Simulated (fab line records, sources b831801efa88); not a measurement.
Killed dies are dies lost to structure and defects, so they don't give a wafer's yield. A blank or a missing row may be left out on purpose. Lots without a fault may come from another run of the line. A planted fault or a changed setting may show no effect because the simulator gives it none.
Which tool did it? | flow gf180mcu | 10 lots, 30 wafers sampled, at 6 steps of a route of 602

WHAT THE GAUGES READ, wafer by wafer
GF_V3_RS_MEAS_24: measures by four-point-probe.
lot  | measured     | on            | V3_W_RS (ohm/sq)
L853 | day 23 06:56 | film_metro-01 | 0.331 0.329 0.332
L857 | day 24 15:05 | film_metro-01 | 0.315 0.322 0.315
L858 | day 25 10:16 | film_metro-01 | 0.232 0.318 0.230 0.232 0.318 0.231
L859 | day 25 11:25 | film_metro-03 | 0.325 0.326 0.328
L860 | day 25 23:22 | film_metro-03 | 0.317 0.239 0.325 0.317 0.239 0.324
L861 | day 26 04:12 | film_metro-04 | 0.314 0.312 0.237 0.314 0.312 0.237
L868 | day 28 12:20 | film_metro-01 | 0.329 0.329 0.330
L872 | day 29 03:34 | film_metro-04 | 0.328 0.315 0.313
L873 | day 29 09:14 | film_metro-03 | 0.316 0.318 0.328
L874 | day 29 12:45 | film_metro-04 | 0.329 0.321 0.318

GF_V3_THK_MEAS_25: measures by xrf.
lot  | measured     | on            | V3_W_THK (nm)
L853 | day 23 07:02 | film_metro-01 | 355 355 353
L857 | day 24 15:13 | film_metro-01 | 368 359 369
L858 | day 25 13:29 | film_metro-01 | 509 368 514 512 366 510
L859 | day 25 11:31 | film_metro-03 | 355 351 350
L860 | day 26 03:29 | film_metro-03 | 359 480 352 359 476 349
L861 | day 26 07:06 | film_metro-04 | 365 366 478 364 366 484
L868 | day 28 12:28 | film_metro-01 | 353 357 354
L872 | day 29 03:40 | film_metro-04 | 352 367 369
L873 | day 29 09:22 | film_metro-03 | 365 364 349
L874 | day 29 12:51 | film_metro-04 | 350 359 364

WHICH TOOL RAN EACH LOT (tool, then ch and the chambers of the sampled wafers, then the start)
lot  | GF_M3_SPUTTER_01             | GF_V3_STRIP_18                       | GF_V3_SPUTTER_22             | GF_V3_CVD_23
L853 | pvd_sputter-01, day 21 04:54 | plasma_asher-04 ch 0,1, day 23 06:11 | pvd_sputter-01, day 23 06:44 | cvd_w-01 ch 0,1, day 23 06:49
L857 | pvd_sputter-01, day 22 14:59 | plasma_asher-01 ch 0,1, day 24 14:20 | pvd_sputter-02, day 24 14:56 | cvd_w-02 ch 0,1, day 24 14:58
L858 | pvd_sputter-01, day 23 10:49 | plasma_asher-01 ch 0,1, day 25 09:29 | pvd_sputter-01, day 25 10:05 | cvd_w-02 ch 0, day 25 10:07
L859 | pvd_sputter-04, day 23 13:19 | plasma_asher-01 ch 0,1, day 25 10:39 | pvd_sputter-03, day 25 11:14 | cvd_w-01 ch 0,1, day 25 11:17
L860 | pvd_sputter-04, day 24 01:14 | plasma_asher-02 ch 0,1, day 25 22:37 | pvd_sputter-01, day 25 23:13 | cvd_w-02 ch 0,1, day 25 23:16
L861 | pvd_sputter-03, day 24 07:06 | plasma_asher-04 ch 0,1, day 26 03:26 | pvd_sputter-01, day 26 04:02 | cvd_w-02 ch 0,1, day 26 04:05
L868 | pvd_sputter-01, day 26 18:05 | plasma_asher-04 ch 0,1, day 28 11:36 | pvd_sputter-01, day 28 12:11 | cvd_w-01 ch 0,1, day 28 12:14
L872 | pvd_sputter-04, day 27 10:14 | plasma_asher-01 ch 1, day 29 02:47   | pvd_sputter-01, day 29 03:23 | cvd_w-02 ch 0,1, day 29 03:25
L873 | pvd_sputter-04, day 27 17:04 | plasma_asher-04 ch 0,1, day 29 08:29 | pvd_sputter-02, day 29 09:05 | cvd_w-02 ch 0,1, day 29 09:07
L874 | pvd_sputter-04, day 27 20:53 | plasma_asher-02 ch 0,1, day 29 12:00 | pvd_sputter-01, day 29 12:34 | cvd_w-02 ch 0,1, day 29 12:38
- GF_M3_SPUTTER_01: material TiN, target thk 30 nm, time 25 s.
- GF_V3_STRIP_18: strips in O2/N2.
- GF_V3_SPUTTER_22: material TiN, target thk 10 nm, time 40 s.
- GF_V3_CVD_23: deposits W, target thk 350 nm, time 104.9 s.

WHAT THE TOOLS THEMSELVES READ (means of the sampled wafers that have a number; where no wafer has one, the mark that the record gives instead)
GF_M3_SPUTTER_01.
lot  | tool           | cathode_dc_power_W (W) | throttle_valve_pct (%)
L853 | pvd_sputter-01 | 6500.6                 | 29.1
L857 | pvd_sputter-01 | 6501.1                 | 30.3
L858 | pvd_sputter-01 | 6499.6                 | 30.7
L859 | pvd_sputter-04 | 6500.6                 | 28.6
L860 | pvd_sputter-04 | 6500.1                 | 28.0
L861 | pvd_sputter-03 | 6499.5                 | 30.4
L868 | pvd_sputter-01 | 6500.6                 | 28.8
L872 | pvd_sputter-04 | 6499.7                 | 29.1
L873 | pvd_sputter-04 | 6499.3                 | 29.2
L874 | pvd_sputter-04 | 6500.4                 | 28.4

GF_V3_STRIP_18.
lot  | tool            | drypump_motor_current_A (A) | heater_power_w (W) | oes_product_au (a.u.)
L853 | plasma_asher-04 | 5.9                         | 329                | 0.586
L857 | plasma_asher-01 | 5.7                         | 333                | 0.595
L858 | plasma_asher-01 | 5.6                         | 340                | 0.596
L859 | plasma_asher-01 | 5.7                         | 363                | 0.592
L860 | plasma_asher-02 | 5.6                         | 362                | 0.599
L861 | plasma_asher-04 | 5.7                         | 341                | 0.594
L868 | plasma_asher-04 | 5.7                         | 346                | 0.591
L872 | plasma_asher-01 | 5.6                         | 317                | 0.594
L873 | plasma_asher-04 | 5.6                         | 348                | 0.590
L874 | plasma_asher-02 | 5.6                         | 361                | 0.589

GF_V3_SPUTTER_22.
lot  | tool           | cathode_dc_power_W (W) | throttle_valve_pct (%)
L853 | pvd_sputter-01 | 3999.5                 | 30.7
L857 | pvd_sputter-02 | 4000.0                 | 29.3
L858 | pvd_sputter-01 | 4000.2                 | 30.8
L859 | pvd_sputter-03 | 4000.1                 | 30.5
L860 | pvd_sputter-01 | 4000.9                 | 29.9
L861 | pvd_sputter-01 | 3999.5                 | 29.9
L868 | pvd_sputter-01 | 4000.0                 | 29.4
L872 | pvd_sputter-01 | 4000.5                 | 29.0
L873 | pvd_sputter-02 | 3999.9                 | 30.6
L874 | pvd_sputter-01 | 4000.0                 | 30.4

GF_V3_CVD_23.
lot  | tool     | heater_power_w (W)
L853 | cvd_w-01 | 845
L857 | cvd_w-02 | 889
L858 | cvd_w-02 | 882
L859 | cvd_w-01 | 852
L860 | cvd_w-02 | 892
L861 | cvd_w-02 | 891
L868 | cvd_w-01 | 855
L872 | cvd_w-02 | 880
L873 | cvd_w-02 | 886
L874 | cvd_w-02 | 891

THE ANSWER, worked out from the rows above alone
Rule: what is usual is taken from the lots themselves. Put in order of their means at a reading, lots are off if they are a third of the lots or fewer, leave a main group of 4 or more, and stand apart from it by a gap of 3 or more times the standard deviation of the main group's means; of several such gaps the widest counts. A main group whose means are all the same, to the digits that the tables above print for the reading, isn't used. A lot without any number at a reading at which 4 lots or more have one is off too. The other lots that the step has rows for count as sound. The gauges are gone through in route order, then the tools' own readings, and for those a lot's mean is taken as printed above. The first step at which some lot is off is used, and at that step the reading that is off furthest; a lot without a number counts as furthest.
Off: L858, L860, L861, at GF_V3_RS_MEAS_24 (V3_W_RS). The main group: mean 0.324 ohm/sq, standard deviation 0.0048.
A tool fits if, at a process step before that reading, it ran every lot that is off, and no sound lot after the first of them. The gauges at GF_V3_RS_MEAS_24 are tried like those tools. None of those tried fits.

WHAT THE SIMULATOR HAD PUT IN
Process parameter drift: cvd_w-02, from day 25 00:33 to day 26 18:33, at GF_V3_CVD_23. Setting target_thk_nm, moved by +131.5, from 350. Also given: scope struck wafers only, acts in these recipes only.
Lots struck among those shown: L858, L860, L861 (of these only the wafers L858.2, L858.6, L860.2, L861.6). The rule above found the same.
